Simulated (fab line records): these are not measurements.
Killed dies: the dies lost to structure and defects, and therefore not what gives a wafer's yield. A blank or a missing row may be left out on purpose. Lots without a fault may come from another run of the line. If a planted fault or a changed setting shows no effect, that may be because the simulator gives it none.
What tool caused it? + flow sky130 + 14 lots with 42 wafers sampled at 3 steps, on a route of 708 steps

## WHAT THE GAUGES READ, wafer by wafer
SKY_CAPM_THK_MEAS_04: measures by xrf. Usual: for CAPM_TIN_THK the level is 200.1 nm and the standard deviation is 2.1.
| lot  | measured     | on           | CAPM_TIN_THK (nm) | flag |
|------|--------------|--------------|-------------------|------|
| L991 | day 36 14:56 | filmMetro-04 | 199.0 199.8 200.6 |      |
| L996 | day 38 13:35 | filmMetro-03 | 201.1 200.6 199.5 |      |
| L995 | day 38 18:05 | filmMetro-03 | 200.4 203.9 200.1 |      |
| L994 | day 38 18:53 | filmMetro-03 | 198.9 199.5 200.3 |      |
| L999 | day 39 05:02 | filmMetro-02 | 196.0 199.2 199.5 |      |
| L104 | day 40 15:10 | filmMetro-03 | 200.6 197.5 201.4 |      |
| L105 | day 40 22:28 | filmMetro-03 | 204.1 202.6 199.9 |      |
| L106 | day 41 05:39 | filmMetro-02 | 199.8 201.1 202.9 |      |
| L107 | day 41 11:54 | filmMetro-02 | 198.2 195.2 195.2 |      |
| L108 | day 41 20:03 | filmMetro-03 | 197.4 199.8 200.8 |      |
| L110 | day 42 09:12 | filmMetro-04 | 199.4 198.2 198.3 |      |
| L109 | day 42 10:08 | filmMetro-03 | 204.0 201.8 205.6 |      |
| L111 | day 43 02:44 | filmMetro-03 | 203.5 200.9 200.3 |      |
| L113 | day 43 04:26 | filmMetro-03 | 198.6 199.4 196.0 |      |

## WHICH TOOL RAN EACH LOT (tool, then ch and the chambers of the sampled wafers, then the start)
| lot  | SKY_METAL3_SPUTTER_04       | SKY_CAPM_CVD_00                 |
|------|-----------------------------|---------------------------------|
| L991 | pvdSputter-01, day 36 14:32 | pecvd-03 ch 1,2, day 36 14:35   |
| L996 | pvdSputter-03, day 38 13:14 | pecvd-03 ch 0,2, day 38 13:17   |
| L995 | pvdSputter-03, day 38 17:43 | pecvd-01 ch 0,2, day 38 17:46   |
| L994 | pvdSputter-03, day 38 18:32 | pecvd-04 ch 0,1, day 38 18:35   |
| L999 | pvdSputter-02, day 39 04:40 | pecvd-03 ch 1,2, day 39 04:43   |
| L104 | pvdSputter-02, day 40 14:49 | pecvd-03 ch 0,1,2, day 40 14:52 |
| L105 | pvdSputter-03, day 40 22:05 | pecvd-04 ch 1,2, day 40 22:08   |
| L106 | pvdSputter-01, day 41 05:16 | pecvd-03 ch 2, day 41 05:19     |
| L107 | pvdSputter-01, day 41 11:32 | pecvd-01 ch 0,1,2, day 41 11:35 |
| L108 | pvdSputter-01, day 41 19:40 | pecvd-01 ch 0,1,2, day 41 19:43 |
| L110 | pvdSputter-01, day 42 08:50 | pecvd-03 ch 1,2, day 42 08:53   |
| L109 | pvdSputter-02, day 42 09:44 | pecvd-04 ch 0,1, day 42 09:47   |
| L111 | pvdSputter-03, day 43 02:22 | pecvd-01 ch 0,1, day 43 02:25   |
| L113 | pvdSputter-03, day 43 03:59 | pecvd-04 ch 0,2, day 43 04:03   |
- SKY_METAL3_SPUTTER_04: material TiN, target thk 70 nm, time 58.3 s.
- SKY_CAPM_CVD_00: deposits SiO2, target thk 15.5 nm.

## WHAT THE TOOLS THEMSELVES READ (means of the sampled wafers that have a number; where no wafer has one, the mark that the record gives instead)
SKY_METAL3_SPUTTER_04. Usual: throttleValvePct at 29.4 %, with a standard deviation of 0.97.
| lot  | tool          | throttleValvePct (%) | flag |
|------|---------------|----------------------|------|
| L991 | pvdSputter-01 | 30.0                 |      |
| L996 | pvdSputter-03 | 29.8                 |      |
| L995 | pvdSputter-03 | 28.9                 |      |
| L994 | pvdSputter-03 | 29.3                 |      |
| L999 | pvdSputter-02 | 30.1                 |      |
| L104 | pvdSputter-02 | 30.0                 |      |
| L105 | pvdSputter-03 | 29.8                 |      |
| L106 | pvdSputter-01 | 29.9                 |      |
| L107 | pvdSputter-01 | 29.3                 |      |
| L108 | pvdSputter-01 | 29.4                 |      |
| L110 | pvdSputter-01 | 29.2                 |      |
| L109 | pvdSputter-02 | 30.2                 |      |
| L111 | pvdSputter-03 | 28.7                 |      |
| L113 | pvdSputter-03 | 29.8                 |      |

SKY_CAPM_CVD_00. Usual: heaterPowerW at 712 W, with a standard deviation of 120.
| lot  | tool     | heaterPowerW (W) | flag |
|------|----------|------------------|------|
| L991 | pecvd-03 | 674              |      |
| L996 | pecvd-03 | 612              |      |
| L995 | pecvd-01 | 709              |      |
| L994 | pecvd-04 | 606              |      |
| L999 | pecvd-03 | 771              |      |
| L104 | pecvd-03 | 667              |      |
| L105 | pecvd-04 | 708              |      |
| L106 | pecvd-03 | 743              |      |
| L107 | pecvd-01 | 769              |      |
| L108 | pecvd-01 | 792              |      |
| L110 | pecvd-03 | 659              |      |
| L109 | pecvd-04 | 624              |      |
| L111 | pecvd-01 | 883              |      |
| L113 | pecvd-04 | 802              |      |

## THE ANSWER, worked out from the rows above alone
Rule: a lot is off if the mean of its wafers that have a number lies more than 3 standard deviations from the usual mean. Also off: a lot with no number at a reading for which 4 or more lots have one. Any other lot the step has rows for is counted as sound. First the gauges in route order, then the tools' own readings, where a lot's mean is used as printed above. The first step at which some lot is off is used, and at that step the reading that is off furthest; a lot without a number counts as furthest.
No lot is off at any reading shown: from this, nothing can be told.

## WHAT THE SIMULATOR HAD INSERTED
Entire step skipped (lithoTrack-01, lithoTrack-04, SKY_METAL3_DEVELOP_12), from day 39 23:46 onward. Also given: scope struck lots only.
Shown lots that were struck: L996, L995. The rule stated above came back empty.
